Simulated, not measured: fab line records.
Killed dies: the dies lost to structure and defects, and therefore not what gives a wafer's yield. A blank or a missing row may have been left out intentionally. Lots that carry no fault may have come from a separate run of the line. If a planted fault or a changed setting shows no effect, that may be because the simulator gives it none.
Matching of chambers + flow sky130 + SKY_VIA1_CMP_02 on cmp-02 has 4 sister chambers
The step polishes SiO2. 8 wafers are shown with their chamber, then 7 later ones without.

## WAFERS, EACH WITH ITS CHAMBER
| wafer  | chamber | motor-current-A (A) | slurry-flow-ml-min |
|--------|---------|---------------------|--------------------|
| L726.1 | 1       | 13.0                | 150.3              |
| L733.5 | 3       | 12.0                | 149.7              |
| L731.2 | 0       | 13.0                | 150.1              |
| L731.5 | 3       | 12.5                | 149.4              |
| L735.3 | 0       | 12.5                | 149.7              |
| L735.5 | 2       | 11.9                | 150.5              |
| L735.6 | 1       | 12.6                | 150.2              |
| L738.1 | 2       | 12.2                | 149.4              |

## WAFERS WITH NO CHAMBER GIVEN
| wafer  | motor-current-A (A) | slurry-flow-ml-min |
|--------|---------------------|--------------------|
| L738.4 | 12.8                | 150.3              |
| L738.6 | 12.5                | 150.2              |
| L741.3 | 12.7                | 149.6              |
| L741.5 | 11.6                | 150.2              |
| L741.6 | 12.7                | 150.2              |
| L745.3 | 12.3                | 149.3              |
| L745.6 | 13.0                | 149.3              |

## EACH ONE'S CHAMBER
| wafer  | from the rows above               | in truth |
|--------|-----------------------------------|----------|
| L738.4 | can't be placed: 1 or 0           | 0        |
| L738.6 | can't be placed: 1 or 0 or 2 or 3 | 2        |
| L741.3 | can't be placed: 0 or 3 or 1 or 2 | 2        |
| L741.5 | can't be placed: 2 or 3           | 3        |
| L741.6 | can't be placed: 1 or 0 or 3 or 2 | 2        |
| L745.3 | can't be placed: 3 or 2 or 0      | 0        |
| L745.6 | can't be placed: 0 or 1 or 3 or 2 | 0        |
Correctly placed: 0 of 7. Cannot be placed on the basis of these rows: 7; the candidates contain the true chamber in 7. Placed wrongly: 0.
How it was worked out, from the rows above alone: a wafer's distance from a chamber is the root of the sum, over the readings, of the square of ((its reading less the chamber's mean) divided by the reading's scatter). If the next closest chamber is less than 2 further off than the closest, the wafer can't be placed; otherwise it belongs to the closest. A chamber's mean is the mean of its shown wafers. The scatter: take each reading less its chamber's mean, square it, sum over the shown wafers, divide by the number of wafers less the number of chambers, and take the root.
